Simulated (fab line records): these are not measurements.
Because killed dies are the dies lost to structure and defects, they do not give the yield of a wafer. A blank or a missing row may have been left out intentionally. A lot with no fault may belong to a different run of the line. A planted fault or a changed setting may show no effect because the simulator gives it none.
Which tool was responsible? + flow sky130 + 21 wafers from 7 lots sampled at 2 of the route's 708 steps

== WHAT THE GAUGES SHOWED, per wafer ==
SKY_VIA2_OVL_MEAS_13.
| lot  | measured     | on         | VIA2_OVL (nm) |
|------|--------------|------------|---------------|
| L614 | day 36 21:12 | overlay-01 | -5 -11 -10    |
| L617 | day 37 10:49 | overlay-01 | -11 -9 -9     |
| L629 | day 41 11:14 | overlay-01 | -2 1 -3       |
| L632 | day 42 18:10 | overlay-02 | 4 3 -1        |
| L634 | day 42 19:07 | overlay-02 | -4 -6 4       |

== WHAT TOOL EACH LOT RAN ON (gives the tool, then ch and the chambers of the sampled wafers, and finally the start) ==
| lot  | SKY_SONOS_TUNNEL_DEVELOP_06       |
|------|-----------------------------------|
| L614 | litho_track-04 ch 0, day 11 18:44 |
| L617 | litho_track-02 ch 0, day 12 18:47 |
| L619 | litho_track-04, day 13 13:11      |
| L621 | litho_track-02, day 14 03:08      |
| L629 | litho_track-04 ch 0, day 16 17:25 |
| L632 | litho_track-02 ch 0, day 18 11:47 |
| L634 | litho_track-02 ch 0, day 18 15:50 |
- SKY_SONOS_TUNNEL_DEVELOP_06: develop time 60 s.

== THE ANSWER, worked out from the rows above alone ==
Rule: usual is defined by the lots themselves. Put in order of their means at a reading, lots are off if they are a third of the lots or fewer, leave a main group of 4 or more, and stand apart from it by a gap of 3 or more times the standard deviation of the main group's means; of several such gaps the widest counts. If all means in a main group match to the digits the tables above print for the reading, that group is not used. Also off: a lot with no number at a reading for which 4 or more lots have one. Where the step has rows for the other lots, those lots are counted as sound.
No lot is off at any reading shown: from this, nothing can be told.

== WHAT HAD BEEN PUT IN BY THE SIMULATOR ==
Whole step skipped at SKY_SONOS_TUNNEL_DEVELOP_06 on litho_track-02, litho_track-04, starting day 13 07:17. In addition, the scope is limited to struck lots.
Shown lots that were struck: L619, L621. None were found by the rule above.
